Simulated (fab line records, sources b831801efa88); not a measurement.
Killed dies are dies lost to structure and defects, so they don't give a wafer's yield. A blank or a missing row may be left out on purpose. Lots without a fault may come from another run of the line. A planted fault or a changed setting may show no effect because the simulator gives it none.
fab line records | flow sky130
record lots=11 wafers=33 last_day=51
route steps=708 shown FIELD_ISO@18 PAD_OPEN@708
lots that met no fault: from a run of the same line without faults
start_h: hours from the record's first day to the start of the lot's first wafer shown | wait_h: hours since the lot's step before | " the same as in the row above | L1.1+2: a row that stands for several wafers | - no value, or no start given | * or withheld: withheld | < > ~ a bound
route shown NAME@n: a module of which the file shows steps, and the number in the route of the first | usual: mean/standard deviation of fault-free wafers | same: alike in all rows | chamber/n: place in a boat | sites: the reading at each site | _std_site: their standard deviation | _edge_site: outer sites' mean less inner sites' | radius_mm: how far each site lies from the wafer's centre | mask NAME#n: copy n | behind: the tool/chamber that last shaped the wafer | hold: why the lot was held/for how many hours/how that ended | device: the transistor (n, p or np) that didn't switch | end of line: the same wafers' tests at the end of the route | a step without rows: its recipe alone | killed: dies lost to structure and defects at the first sort, not the wafer's yield | map: a wafer's dies, x killed, . not, _ none there
set.NAME: the setting as run; set.NAME@STEP: as run at that earlier step | model.NAME: the simulator's own value behind a step, which no gauge read
steps of the route over a sample of lots; a table a step, a row a wafer
services: from which hour (start_h, from the record's first day; less than 0 if before it) a tool's chamber was out of use, for how many hours, and why
## steps
# step SKY_FIELD_ISO_ETCH_17
# recipe target_depth_a=3420 mask_material=Si3N4 chemistry=HBr/Cl2/O2 target=Si taper_deg=5 icp_w=600 bias_w=150 pressure_mtorr=15 HBr_flow_sccm=150 Cl2_flow_sccm=40 O2_flow_sccm=6 time_s=97.7
# usual drypump_motor_current_A=5.8/0.36 he_backside_leak_sccm=2.82/0.19 oes_product_au=0.999/0.0076 run_length_s=125.9/0.4 throttle_valve_pct=25.656/0.0094
# columns lot.wafer tool chamber start_h wait_h drypump_motor_current_A he_backside_leak_sccm oes_product_au rf_hours_counter_h run_length_s throttle_valve_pct
L142.2 rie_si-01 3 29.84 0.1 6.1 2.79 0.998 115 126.0 25.668
L142.3 " 2 " " 5.6 2.66 1.001 60 126.7 25.655
L142.6 " 1 " " 5.9 2.88 1.003 - 125.9 25.651
L143.1 rie_si-01 3 34.39 0.1 6.1 2.93 1.004 115 126.1 25.661
L143.2 " 1 " " 5.9 2.93 1.013 100 125.5 25.647
L143.6 " 1 " " 5.9 2.95 1.006 - 125.7 25.649
L144.2 rie_si-02 3 39.53 0.1 5.0 3.10 1.012 150 125.3 25.648
L144.4 " 0 " " 6.0 2.80 0.996 3 125.6 25.667
L144.5 " 1 " " 6.3 2.69 1.013 - 125.9 25.647
L149.2 rie_si-01 0 66.99 0.1 6.0 2.74 0.985 91 125.8 25.660
L149.3 " 3 " " 6.0 2.86 0.998 115 126.0 25.653
L149.5 " 3 " " 6.1 2.94 0.989 - 126.0 25.663
L151.2 rie_si-01 1 78.90 0.1 5.9 2.77 1.006 100 117.8 25.659
L151.3 " 2 " " 5.6 2.77 1.007 60 126.5 25.650
L151.6 " 1 " " 5.9 2.77 1.018 - 117.8 25.640
L153.1 rie_si-01 3 86.33 0.1 6.1 2.78 0.990 115 126.2 25.668
L153.2 " 1 " " 5.9 2.85 1.013 100 117.6 25.661
L153.5 " 2 " " 5.6 2.94 1.005 - 126.6 25.629
L154.1 rie_si-02 1 95.50 0.1 6.3 2.51 1.013 136 126.0 25.646
L154.2 " 2 " " 5.5 2.81 1.002 90 125.9 25.658
L154.3 " 0 " " 6.0 2.64 1.002 3 125.6 25.659
L157.2 rie_si-02 2 107.55 0.1 5.4 2.84 0.999 90 125.9 25.661
L157.3 " 3 " " 5.0 2.77 0.987 0 125.8 25.684
L157.4 " 1 " " 6.3 2.69 0.997 136 125.5 25.650
L158.1 rie_si-02 0 113.57 0.1 6.0 3.04 1.005 4 125.9 25.675
L158.2 " 1 " " 6.4 2.66 0.994 136 125.4 25.658
L158.6 " 2 " " 5.5 2.79 0.994 - 125.9 25.649
L162.1 rie_si-02 1 139.74 0.1 6.4 2.67 1.008 136 125.8 25.657
L162.3 " 0 " " 6.0 2.71 1.009 4 126.1 25.651
L162.4 " 3 " " 5.1 2.96 1.002 0 125.6 25.653
L165.2 rie_si-02 0 154.64 0.1 6.0 2.71 0.987 4 125.6 25.641
L165.3 " 2 " " 5.5 3.03 1.003 91 126.0 25.670
L165.5 " 0 " " 6.0 2.95 0.992 - 125.9 25.653
# step SKY_PAD_OPEN_PROBE_99
# usual killed_at_M0_to_M3=44/6.9 killed_at_M4_up=3.1/1.7 killed_at_contacts=25/5.6 killed_at_front_end=14/4.3 killed_at_other=0.3/0.51 killed_dies=86/9.8 killed_open=47/6.5 killed_short=39/6.6
# same gross_dies=492 killed_at_back_side=0
# columns lot.wafer tool chamber start_h wait_h killed_at_M0_to_M3 killed_at_M4_up killed_at_contacts killed_at_front_end killed_at_other killed_dies killed_open killed_short
L149.2 prober-01 - 1131.49 0.1 44 7 18 19 1 89 43 46
L149.3 prober-01 - 1131.54 0.2 42 2 33 27 1 105 51 54
L149.5 prober-01 - 1131.64 0.2 47 2 26 21 0 96 50 46
L151.2 prober-01 - 1147.69 0.1 49 3 21 12 0 85 47 38
L151.3 prober-01 - 1147.74 0.2 48 1 35 8 1 93 50 43
L151.6 prober-01 - 1147.89 0.2 51 2 19 11 0 83 48 35
L153.1 prober-01 - 1156.74 0.1 45 3 21 20 0 89 45 44
L153.2 prober-01 - 1156.79 0.1 52 0 30 3 0 85 51 34
L153.5 prober-01 - 1156.94 0.2 44 1 24 14 0 83 53 30
L154.1 prober-01 - 1167.04 0.1 46 7 37 16 0 106 55 51
L154.2 prober-01 - 1167.09 0.1 51 2 24 11 1 89 48 41
L154.3 prober-01 - 1167.14 0.2 52 2 28 16 0 98 55 43
L157.2 prober-01 - 1177.69 0.1 44 2 23 14 0 83 52 31
L157.3 prober-01 - 1177.74 0.2 40 2 20 13 1 76 44 32
L157.4 prober-01 - 1177.79 0.2 29 1 25 9 2 66 30 36
# killed by level:class
L149.2 VIA1:geometric_particle:open=15 CONTACT:geometric_particle:open=11 VIA1:geometric_particle:short=9 METAL2:geometric_particle:short=7 METAL1:geometric_particle:short=6 METAL4:geometric_particle:short=6 POLY_GATE:geometric_particle:open=5 FIELD_ISO:geometric_particle:short=4
L149.3 VIA1:geometric_particle:open=12 CONTACT:geometric_particle:open=12 LI_CONTACT:geometric_particle:open=8 POLY_GATE:geometric_particle:short=7 FIELD_ISO:geometric_particle:open=7 VIA1:geometric_particle:short=7 FIELD_ISO:geometric_particle:short=5 LOCAL_INTERCONNECT:geometric_particle:short=5
L149.5 METAL1:geometric_particle:short=10 FIELD_ISO:geometric_particle:open=8 LI_CONTACT:geometric_particle:open=8 VIA1:geometric_particle:open=8 VIA3:geometric_particle:open=7 CONTACT:geometric_particle:open=7 VIA1:geometric_particle:short=6 FIELD_ISO:geometric_particle:short=4
L151.2 VIA1:geometric_particle:open=9 VIA2:geometric_particle:open=9 METAL1:geometric_particle:short=9 LI_CONTACT:geometric_particle:open=8 VIA3:geometric_particle:open=8 POLY_GATE:geometric_particle:short=5 CONTACT:geometric_particle:open=5 POLY_GATE:geometric_particle:open=4
L151.3 VIA1:geometric_particle:open=13 CONTACT:geometric_particle:open=10 LI_CONTACT:geometric_particle:open=9 VIA3:geometric_particle:open=9 METAL1:geometric_particle:short=7 VIA3:geometric_particle:short=5 LOCAL_INTERCONNECT:geometric_particle:short=5 CONTACT:geometric_particle:short=5
L151.6 VIA1:geometric_particle:open=16 CONTACT:geometric_particle:open=9 METAL1:geometric_particle:short=8 VIA3:geometric_particle:open=8 POLY_GATE:geometric_particle:short=7 VIA2:geometric_particle:open=7 LI_CONTACT:geometric_particle:open=5 FIELD_ISO:geometric_particle:short=3
L153.1 CONTACT:geometric_particle:open=9 VIA2:geometric_particle:open=7 FIELD_ISO:geometric_particle:short=6 VIA1:geometric_particle:open=6 LI_CONTACT:geometric_particle:open=5 METAL1:geometric_particle:short=5 VIA1:geometric_particle:short=5 METAL2:geometric_particle:short=5
L153.2 VIA1:geometric_particle:open=15 CONTACT:geometric_particle:open=14 VIA2:geometric_particle:open=9 VIA1:geometric_particle:short=8 METAL1:geometric_particle:short=7 LI_CONTACT:geometric_particle:open=6 CONTACT:geometric_particle:short=6 METAL2:geometric_particle:short=3
L153.5 VIA1:geometric_particle:open=12 VIA3:geometric_particle:open=11 CONTACT:geometric_particle:open=8 LI_CONTACT:geometric_particle:open=7 VIA2:geometric_particle:open=7 CONTACT:geometric_particle:short=5 METAL1:geometric_particle:short=5 POLY_GATE:geometric_particle:open=4
L154.1 CONTACT:geometric_particle:open=15 METAL2:geometric_particle:short=9 VIA1:geometric_particle:open=8 LI_CONTACT:geometric_particle:open=8 VIA2:geometric_particle:open=7 LOCAL_INTERCONNECT:geometric_particle:short=6 METAL1:geometric_particle:short=6 METAL4:geometric_particle:short=6
L154.2 CONTACT:geometric_particle:open=12 VIA1:geometric_particle:open=11 VIA1:geometric_particle:short=7 METAL1:geometric_particle:short=7 VIA2:geometric_particle:open=6 FIELD_ISO:geometric_particle:short=5 VIA3:geometric_particle:open=5 LI_CONTACT:geometric_particle:open=4
L154.3 LI_CONTACT:geometric_particle:open=13 CONTACT:geometric_particle:open=10 VIA1:geometric_particle:open=10 VIA1:geometric_particle:short=7 METAL1:geometric_particle:short=7 METAL2:geometric_particle:short=7 VIA3:geometric_particle:open=6 VIA3:geometric_particle:short=5
L157.2 VIA1:geometric_particle:open=10 CONTACT:geometric_particle:open=9 VIA2:geometric_particle:open=8 VIA3:geometric_particle:open=8 LI_CONTACT:geometric_particle:open=6 FIELD_ISO:geometric_particle:open=5 METAL1:geometric_particle:short=5 LI_CONTACT:geometric_particle:short=4
L157.3 VIA1:geometric_particle:open=14 CONTACT:geometric_particle:open=8 VIA3:geometric_particle:open=8 VIA1:geometric_particle:short=5 LI_CONTACT:geometric_particle:open=5 FIELD_ISO:geometric_particle:short=4 POLY_GATE:geometric_particle:short=4 VIA3:geometric_particle:short=4
L157.4 CONTACT:geometric_particle:open=6 LI_CONTACT:geometric_particle:short=5 LI_CONTACT:geometric_particle:open=5 CONTACT:geometric_particle:short=5 VIA1:geometric_particle:open=5 LOCAL_INTERCONNECT:geometric_particle:short=4 VIA3:geometric_particle:open=4 METAL1:geometric_particle:short=3
## services
# columns tool chamber start_h hours kind
rie_si-02 2 24.23 5.6 repair
rie_si-01 - 26.12 0.1 repair
rie_si-02 3 77.01 - clean
rie_si-02 3 77.01 19.5 scheduled_down
rie_si-02 3 77.01 19.5 vent_cycle
rie_si-01 - 94.16 0.2 repair
rie_si-01 3 104.40 3.7 repair
rie_si-01 2 107.73 9.5 repair
rie_si-02 1 142.97 - clean
rie_si-02 1 142.97 18.5 scheduled_down
rie_si-02 1 142.97 18.5 vent_cycle
## key
first_sign step=SKY_FIELD_ISO_ETCH_17 reading=run_length_s direction=down sigmas=20 usual=* struck=*
effect none on later readings
met_at SKY_FIELD_ISO_ETCH_17
struck_lots L151,L153
struck_wafers L151.2,L151.6,L153.2
tester_left_out L151,L153
onset_between 34.39 78.90
fault kind=process_parameter_drift tool=rie_si-01 chamber=1 onset_h=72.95 steps=SKY_FIELD_ISO_ETCH_17 channel=time_s offset=* shape=step end_h=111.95 acts_in=* stated=*
# tester_left_out: of these lots the tester's yield and bins aren't shown, on N5 and GAA mostly nor the transistor test; their killed dies are dies lost to structure and defects alone, not to doping, threshold or leakage, so they don't give the yield
